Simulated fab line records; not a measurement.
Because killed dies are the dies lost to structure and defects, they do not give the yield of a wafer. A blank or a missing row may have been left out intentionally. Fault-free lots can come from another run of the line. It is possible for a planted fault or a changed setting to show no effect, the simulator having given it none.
Which of the tools did it? || flow gf180mcu || 6 lots, 18 wafers sampled, at 3 steps of a route of 602

== WHAT EACH GAUGE READ, for each wafer ==
GF_TOP_METAL_THK_MEAS_06: measures by xrf.
{"lot": "L914", "measured": "day 28 04:31", "on": "film metro-03", "TOP_METAL_ALCU_THK (nm)": "909 900 908"}
{"lot": "L917", "measured": "day 28 20:04", "on": "film metro-03", "TOP_METAL_ALCU_THK (nm)": "908 918 899"}
{"lot": "L923", "measured": "day 30 19:07", "on": "film metro-01", "TOP_METAL_ALCU_THK (nm)": "919 916 918"}
{"lot": "L925", "measured": "day 31 05:06", "on": "film metro-01", "TOP_METAL_ALCU_THK (nm)": "921 922 906"}
{"lot": "L931", "measured": "day 32 18:20", "on": "film metro-01", "TOP_METAL_ALCU_THK (nm)": "911 894 918"}
{"lot": "L933", "measured": "day 33 07:14", "on": "film metro-01", "TOP_METAL_ALCU_THK (nm)": "913 920 931"}

== EACH LOT AND THE TOOL THAT RAN IT (in order: tool; ch and the chambers of the sampled wafers; start) ==
{"lot": "L914", "GF_TOP_METAL_SPUTTER_02": "pvd sputter-01, day 28 04:17", "GF_TOP_METAL_SPUTTER_03": "pvd sputter-01, day 28 04:20"}
{"lot": "L917", "GF_TOP_METAL_SPUTTER_02": "pvd sputter-01, day 28 19:51", "GF_TOP_METAL_SPUTTER_03": "pvd sputter-01, day 28 19:53"}
{"lot": "L923", "GF_TOP_METAL_SPUTTER_02": "pvd sputter-04, day 30 18:54", "GF_TOP_METAL_SPUTTER_03": "pvd sputter-04, day 30 18:57"}
{"lot": "L925", "GF_TOP_METAL_SPUTTER_02": "pvd sputter-02, day 31 04:53", "GF_TOP_METAL_SPUTTER_03": "pvd sputter-02, day 31 04:56"}
{"lot": "L931", "GF_TOP_METAL_SPUTTER_02": "pvd sputter-02, day 32 18:07", "GF_TOP_METAL_SPUTTER_03": "pvd sputter-02, day 32 18:09"}
{"lot": "L933", "GF_TOP_METAL_SPUTTER_02": "pvd sputter-04, day 33 07:01", "GF_TOP_METAL_SPUTTER_03": "pvd sputter-04, day 33 07:03"}
- GF_TOP_METAL_SPUTTER_02: material AlCu, target thk 900 nm, time 47.82 s.
- GF_TOP_METAL_SPUTTER_03: material Ti, target thk 5 nm, time 3.3 s.

== THE ANSWER, worked out from the rows above alone ==
Rule: the lots themselves supply what counts as usual. Put in order of their means at a reading, lots are off if they are a third of the lots or fewer, leave a main group of 4 or more, and stand apart from it by a gap of 3 or more times the standard deviation of the main group's means; of several such gaps the widest counts. If all means in a main group match to the digits the tables above print for the reading, that group is not used. Also off: a lot with no number at a reading for which 4 or more lots have one. Any other lot the step has rows for is counted as sound.
Across all readings shown, no lot is off: no conclusion can be drawn from this.

== WHAT HAD BEEN PUT IN BY THE SIMULATOR ==
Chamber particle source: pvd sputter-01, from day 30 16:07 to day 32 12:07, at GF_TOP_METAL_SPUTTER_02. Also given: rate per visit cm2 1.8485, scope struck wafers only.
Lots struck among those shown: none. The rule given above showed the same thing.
